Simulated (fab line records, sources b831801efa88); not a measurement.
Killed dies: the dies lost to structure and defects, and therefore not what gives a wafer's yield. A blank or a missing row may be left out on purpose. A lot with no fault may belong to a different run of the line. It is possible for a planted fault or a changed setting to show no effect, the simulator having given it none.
fab line records ; flow sky130
[record] lots = 14; wafers = 42; last-day = 50
route steps=708 shown DNWELL@43 SONOS_ONO@181 LDD_HVP@283 LI_CONTACT@365
lots that met no fault: from a run of the same line without faults
start-h: hours from the record's first day to the start of the lot's first wafer shown ; wait-h: hours from the lot's prior step to this one ; " same as the row above ; L1.1+2: a single row standing in for several wafers ; - no value present, or no start provided ; * or withheld: withheld ; < > ~ a bound
route shown NAME@n: a module of which the file shows steps, and the number in the route of the first ; usual: the fault-free wafers' mean and standard deviation ; same: alike in all rows ; chamber/n: place in a boat ; sites: readings site by site ; _std_site: the standard deviation of these ; _edge_site: outer sites' mean less inner sites' ; radius-mm: for every site, how far away it sits from the centre of the wafer ; mask NAME#n: copy n ; behind: the most recent tool/chamber to have shaped the wafer ; hold: the reason the lot was held/the length of the hold in hours/how it ended ; device: whichever transistor did not switch (one of n, p or np) ; end of line: the tests these same wafers got at the end of their route ; step lacking rows: just its recipe ; killed: not the wafer's yield, but the dies lost to structure and defects at the first sort ; map: shows each die of a wafer: x if killed, . if not, _ if none is there
set.NAME: the setting the step ran with; set.NAME@STEP: the setting that earlier step ran with ; model.NAME: the simulator's own value behind a step, which no gauge read
the route's steps for a sample of lots (tables are steps, rows are wafers)
services: when a tool's chamber went out of use (start-h, in hours from the record's first day, below 0 if earlier), for how many hours, and the reason
[[steps]]
[step SKY_DNWELL_STRIP_08]
[recipe] chemistry = O2/N2; power-w = 1400; pressure-mtorr = 1500; platen-temp-c = withheld; o2-flow-sccm = 3000; n2-flow-sccm = 300; overash-fraction = 0.5
[usual] drypump-motor-current-A = 5.62/0.19; oes-product-au = 0.722/0.0051; strip-time-to-endpoint-s = 36.92/0.11
[same] overash-fraction = 0.5
lot.wafer;tool;chamber;start-h;wait-h;drypump-motor-current-A;oes-product-au;rf-hours-counter-h;strip-time-to-endpoint-s
L794.1;plasma-asher-01;1;62.61;0.1;5.89;0.723;36;37.15
L794.2;plasma-asher-01;0;62.61;0.1;5.59;0.728;36;37.18
L794.5;plasma-asher-01;1;62.61;0.1;5.88;0.718;-;37.16
L795.2;plasma-asher-01;0;64.62;0.1;5.58;0.722;36;36.88
L795.3;plasma-asher-01;1;64.62;0.1;5.81;0.716;-;36.99
L795.5;plasma-asher-01;1;64.62;0.1;5.79;0.716;-;37.10
L796.1;plasma-asher-03;1;69.70;0.1;5.69;0.725;39;36.96
L796.4;plasma-asher-03;1;69.70;0.1;5.71;0.723;-;36.94
L796.5;plasma-asher-03;1;69.70;0.1;5.72;0.724;-;37.03
L798.1;plasma-asher-03;0;79.16;0.1;5.14;0.717;40;36.90
L798.2;plasma-asher-03;1;79.16;0.1;5.71;0.717;40;36.95
L798.6;plasma-asher-03;1;79.16;0.1;5.72;0.724;-;36.86
L803.2;plasma-asher-02;1;106.96;0.1;5.50;0.715;43;36.93
L803.4;plasma-asher-02;1;106.96;0.1;5.49;0.735;-;36.98
L803.6;plasma-asher-02;1;106.96;0.1;5.50;0.717;-;36.96
L804.1;plasma-asher-01;0;110.50;0.1;5.62;0.723;41;37.13
L804.2;plasma-asher-01;1;110.50;0.1;5.85;0.719;41;36.98
L804.3;plasma-asher-01;0;110.50;0.1;5.60;0.720;-;37.01
L809.1;plasma-asher-03;1;140.17;0.1;5.70;0.725;42;36.92
L809.2;plasma-asher-03;0;140.17;0.1;5.16;0.727;42;36.88
L809.5;plasma-asher-03;1;140.17;0.1;5.70;0.721;-;36.94
L810.1;plasma-asher-02;1;146.12;0.1;5.49;0.730;3;36.81
L810.3;plasma-asher-02;1;146.12;0.1;5.47;0.718;-;36.74
L810.4;plasma-asher-02;0;146.12;0.1;5.65;0.721;-;36.81
L811.2;plasma-asher-01;1;153.12;0.1;5.85;0.721;47;36.78
L811.5;plasma-asher-01;1;153.12;0.1;5.85;0.723;-;36.80
L811.6;plasma-asher-01;0;153.12;0.1;5.61;0.726;-;36.62
L812.1;plasma-asher-01;0;156.79;0.1;5.61;0.714;47;36.95
L812.2;plasma-asher-01;1;156.79;0.1;5.83;0.725;47;36.98
L812.4;plasma-asher-01;0;156.79;0.1;5.59;0.727;-;36.92
L813.2;plasma-asher-01;0;163.91;0.1;5.61;0.717;48;36.89
L813.3;plasma-asher-01;1;163.91;0.1;5.81;0.723;-;36.86
L813.4;plasma-asher-01;0;163.91;0.1;5.61;0.728;-;36.96
L814.3;plasma-asher-03;1;166.01;0.1;5.70;0.716;-;36.87
L814.4;plasma-asher-03;0;166.01;0.1;5.14;0.715;-;36.93
L814.5;plasma-asher-03;0;166.01;0.1;5.15;0.715;-;36.95
L815.3;plasma-asher-02;0;180.29;0.1;5.64;0.726;-;37.02
L815.4;plasma-asher-02;1;180.29;0.1;5.50;0.722;-;37.04
L815.5;plasma-asher-02;0;180.29;0.1;5.63;0.722;-;37.05
L816.2;plasma-asher-01;1;180.61;0.1;5.85;0.723;49;36.82
L816.3;plasma-asher-01;0;180.61;0.1;5.60;0.724;-;36.90
L816.4;plasma-asher-01;1;180.61;0.1;5.87;0.717;-;36.74
[step SKY_SONOS_ONO_CD_MEAS_13]
[recipe] target-cd-nm = 410
[usual] cd-nm = 408.9/2.3
lot.wafer;tool;chamber;start-h;wait-h;cd-nm
L794.1;cd-sem-02;-;294.01;0.1;409.0
L794.2;cd-sem-02;-;294.01;0.1;409.3
L794.5;cd-sem-02;-;294.01;0.1;407.3
L795.2;cd-sem-01;-;300.14;0.1;410.3
L795.3;cd-sem-01;-;300.14;0.1;411.6
L795.5;cd-sem-01;-;300.14;0.1;409.9
L796.1;cd-sem-02;-;303.52;0.1;408.9
L796.4;cd-sem-02;-;303.52;0.1;409.0
L796.5;cd-sem-02;-;303.52;0.1;409.5
L798.1;cd-sem-02;-;319.83;0.1;408.3
L798.2;cd-sem-02;-;319.83;0.1;409.1
L798.6;cd-sem-02;-;319.83;0.1;407.8
L803.2;cd-sem-02;-;365.78;0.1;410.9
L803.4;cd-sem-02;-;365.78;0.1;411.5
L803.6;cd-sem-02;-;365.78;0.1;410.5
L804.1;cd-sem-02;-;392.03;0.2;406.8
L804.2;cd-sem-02;-;392.03;0.2;407.0
L804.3;cd-sem-02;-;392.03;0.2;406.9
L809.1;cd-sem-02;-;413.91;0.1;411.6
L809.2;cd-sem-02;-;413.91;0.1;411.1
L809.5;cd-sem-02;-;413.91;0.1;410.6
L811.2;cd-sem-01;-;432.19;0.1;409.1
L811.5;cd-sem-01;-;432.19;0.1;410.1
L811.6;cd-sem-01;-;432.19;0.1;409.6
L810.1;cd-sem-01;-;432.47;0.1;411.9
L810.3;cd-sem-01;-;432.47;0.1;411.9
L810.4;cd-sem-01;-;432.47;0.1;412.4
L812.1;cd-sem-01;-;437.76;0.1;410.4
L812.2;cd-sem-01;-;437.76;0.1;410.6
L812.4;cd-sem-01;-;437.76;0.1;410.2
L813.2;cd-sem-01;-;469.38;0.1;407.1
L813.3;cd-sem-01;-;469.38;0.1;406.1
L813.4;cd-sem-01;-;469.38;0.1;408.0
L815.3;cd-sem-02;-;469.70;0.1;407.0
L815.4;cd-sem-02;-;469.70;0.1;406.3
L815.5;cd-sem-02;-;469.70;0.1;409.3
L814.3;cd-sem-02;-;470.60;0.1;406.8
L814.4;cd-sem-02;-;470.60;0.1;405.0
L814.5;cd-sem-02;-;470.60;0.1;405.0
L816.2;cd-sem-01;-;475.89;0.1;408.9
L816.3;cd-sem-01;-;475.89;0.1;407.8
L816.4;cd-sem-01;-;475.89;0.1;411.4
[step SKY_LDD_HVP_PEB_05]
[recipe] temp-c = withheld; time-s = *; resist = NOVOLAK
[usual] chill-plate-temp-C = *; exhaust-pa = 45.0/0.93
lot.wafer;tool;chamber;start-h;wait-h;chill-plate-temp-C;exhaust-pa
L794.1;litho-track-02;0;508.91;-;*;45.0
L794.2;litho-track-02;0;508.91;-;*;46.0
L794.5;litho-track-02;0;508.91;-;*;44.9
L795.2;litho-track-02;0;511.98;-;*;43.1
L795.3;litho-track-02;0;511.98;-;*;44.5
L795.5;litho-track-02;0;511.98;-;*;43.9
L796.1;litho-track-03;0;518.75;-;*;45.6
L796.4;litho-track-03;0;518.75;-;*;44.2
L796.5;litho-track-03;0;518.75;-;*;45.1
L798.1;litho-track-02;0;556.01;-;*;43.4
L798.2;litho-track-02;0;556.01;-;*;44.1
L798.6;litho-track-02;0;556.01;-;*;43.8
L803.2;litho-track-03;-;595.62;-;-;-
L803.4;litho-track-03;-;595.62;-;-;-
L803.6;litho-track-03;-;595.62;-;-;-
L804.1;litho-track-03;-;615.30;-;-;-
L804.2;litho-track-03;-;615.30;-;-;-
L804.3;litho-track-03;-;615.30;-;-;-
L809.1;litho-track-03;0;634.45;-;*;44.7
L809.2;litho-track-03;0;634.45;-;*;43.9
L809.5;litho-track-03;0;634.45;-;*;44.3
L811.2;litho-track-03;0;652.77;-;*;45.1
L811.5;litho-track-03;0;652.77;-;*;44.0
L811.6;litho-track-03;0;652.77;-;*;44.5
L810.1;litho-track-02;0;654.16;-;*;46.0
L810.3;litho-track-02;0;654.16;-;*;46.7
L810.4;litho-track-02;0;654.16;-;*;45.8
L812.1;litho-track-03;0;657.25;-;*;44.9
L812.2;litho-track-03;0;657.25;-;*;45.4
L812.4;litho-track-03;0;657.25;-;*;45.2
L813.2;litho-track-02;0;684.53;-;*;47.7
L813.3;litho-track-02;0;684.53;-;*;47.2
L813.4;litho-track-02;0;684.53;-;*;46.3
L815.3;litho-track-02;0;686.76;-;*;45.1
L815.4;litho-track-02;0;686.76;-;*;44.9
L815.5;litho-track-02;0;686.76;-;*;45.5
L814.3;litho-track-02;0;687.86;-;*;46.0
L814.4;litho-track-02;0;687.86;-;*;48.7
L814.5;litho-track-02;0;687.86;-;*;45.2
L816.2;litho-track-02;0;694.08;-;*;45.4
L816.3;litho-track-02;0;694.08;-;*;47.5
L816.4;litho-track-02;0;694.08;-;*;45.1
[step SKY_LI_CONTACT_BOW_MEAS_03]
[recipe] mode = bow
[usual] LI_CONTACT_BOW = 55/7.5
lot.wafer;tool;chamber;start-h;wait-h;LI_CONTACT_BOW[um]
L794.1;film-metro-03;-;659.95;0.2;55
L794.2;film-metro-03;-;659.95;0.2;59
L794.5;film-metro-03;-;659.95;0.2;58
L795.2;film-metro-04;-;662.86;0.2;48
L795.3;film-metro-04;-;662.86;0.2;56
L795.5;film-metro-04;-;662.86;0.2;68
L796.1;film-metro-02;-;672.52;0.2;47
L796.4;film-metro-02;-;672.52;0.2;60
L796.5;film-metro-02;-;672.52;0.2;48
L798.1;film-metro-02;-;705.79;0.1;61
L798.2;film-metro-02;-;705.79;0.1;47
L798.6;film-metro-02;-;705.79;0.1;70
L803.2;film-metro-02;-;743.07;0.3;43
L803.4;film-metro-02;-;743.07;0.3;56
L803.6;film-metro-02;-;743.07;0.3;45
L804.1;film-metro-02;-;763.54;0.1;54
L804.2;film-metro-02;-;763.54;0.1;58
L804.3;film-metro-02;-;763.54;0.1;59
L809.1;film-metro-04;-;776.79;0.1;54
L809.2;film-metro-04;-;776.79;0.1;46
L809.5;film-metro-04;-;776.79;0.1;44
L811.2;film-metro-04;-;794.21;0.2;53
L811.5;film-metro-04;-;794.21;0.2;46
L811.6;film-metro-04;-;794.21;0.2;53
L810.1;film-metro-04;-;796.34;0.2;52
L810.3;film-metro-04;-;796.34;0.2;50
L810.4;film-metro-04;-;796.34;0.2;49
L812.1;film-metro-04;-;799.72;0.1;52
L812.2;film-metro-04;-;799.72;0.1;62
L812.4;film-metro-04;-;799.72;0.1;70
L813.2;film-metro-03;-;824.07;0.2;65
L813.3;film-metro-03;-;824.07;0.2;66
L813.4;film-metro-03;-;824.07;0.2;58
L815.3;film-metro-03;-;826.55;0.1;55
L815.4;film-metro-03;-;826.55;0.1;44
L815.5;film-metro-03;-;826.55;0.1;61
L814.3;film-metro-03;-;827.61;0.3;53
L814.4;film-metro-03;-;827.61;0.3;51
L814.5;film-metro-03;-;827.61;0.3;65
L816.2;film-metro-04;-;831.31;0.1;59
L816.3;film-metro-04;-;831.31;0.1;50
L816.4;film-metro-04;-;831.31;0.1;44
[[services]]
tool;chamber;start-h;hours;kind
plasma-asher-03;-;79.33;8.1;repair
plasma-asher-03;-;90.41;38.8;repair
plasma-asher-02;-;108.75;9.0;pm
plasma-asher-02;0;108.75;9.0;vent-cycle
plasma-asher-02;1;108.75;9.0;vent-cycle
plasma-asher-02;-;206.19;2.4;repair
plasma-asher-01;-;231.80;2.8;pm
plasma-asher-02;-;257.34;12.0;repair
plasma-asher-02;-;258.78;7.4;repair
plasma-asher-02;-;317.75;1.2;repair
plasma-asher-03;-;338.38;0.4;repair
plasma-asher-02;-;364.09;1.0;repair
plasma-asher-02;-;382.40;2.8;pm
plasma-asher-03;-;402.84;3.4;repair
plasma-asher-01;-;421.35;9.0;pm
plasma-asher-01;0;421.35;9.0;vent-cycle
plasma-asher-01;1;421.35;9.0;vent-cycle
plasma-asher-01;0;430.35;-;clean
plasma-asher-01;1;430.35;-;clean
litho-track-02;-;430.87;-;consumable-replace:filter
plasma-asher-01;-;446.51;1.3;repair
plasma-asher-01;-;594.49;1.9;repair
plasma-asher-03;-;605.77;6.0;repair
plasma-asher-02;-;631.54;77.4;repair
[[key]]
[first-sign] step = SKY_LDD_HVP_PEB_05; reading = tool-record; direction = missing
effect none on later readings
met-at SKY_LDD_HVP_PEB_05
struck-lots L803,L804
sort-left-out L803.2,L803.4,L803.6,L804.1,L804.2,L804.3
tester-left-out L803,L804
not-acting-at SKY_DNWELL_STRIP_08,SKY_SONOS_ONO_CD_MEAS_13,SKY_LI_CONTACT_BOW_MEAS_03
onset-between 518.75 595.62
[fault] kind = skipped-step-whole; tool = litho-track-03; chamber = -; onset-h = 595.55; steps = SKY_LDD_HVP_PEB_05; scope = struck-lots-only
// tester-left-out: of these lots the tester's yield and bins aren't shown, on N5 and GAA mostly nor the transistor test; their killed dies are dies lost to structure and defects alone, not to doping, threshold or leakage, so they don't give the yield
// sort-left-out: the simulated sort isn't trusted on such a fault, so these wafers' sort isn't shown, and their yield isn't known
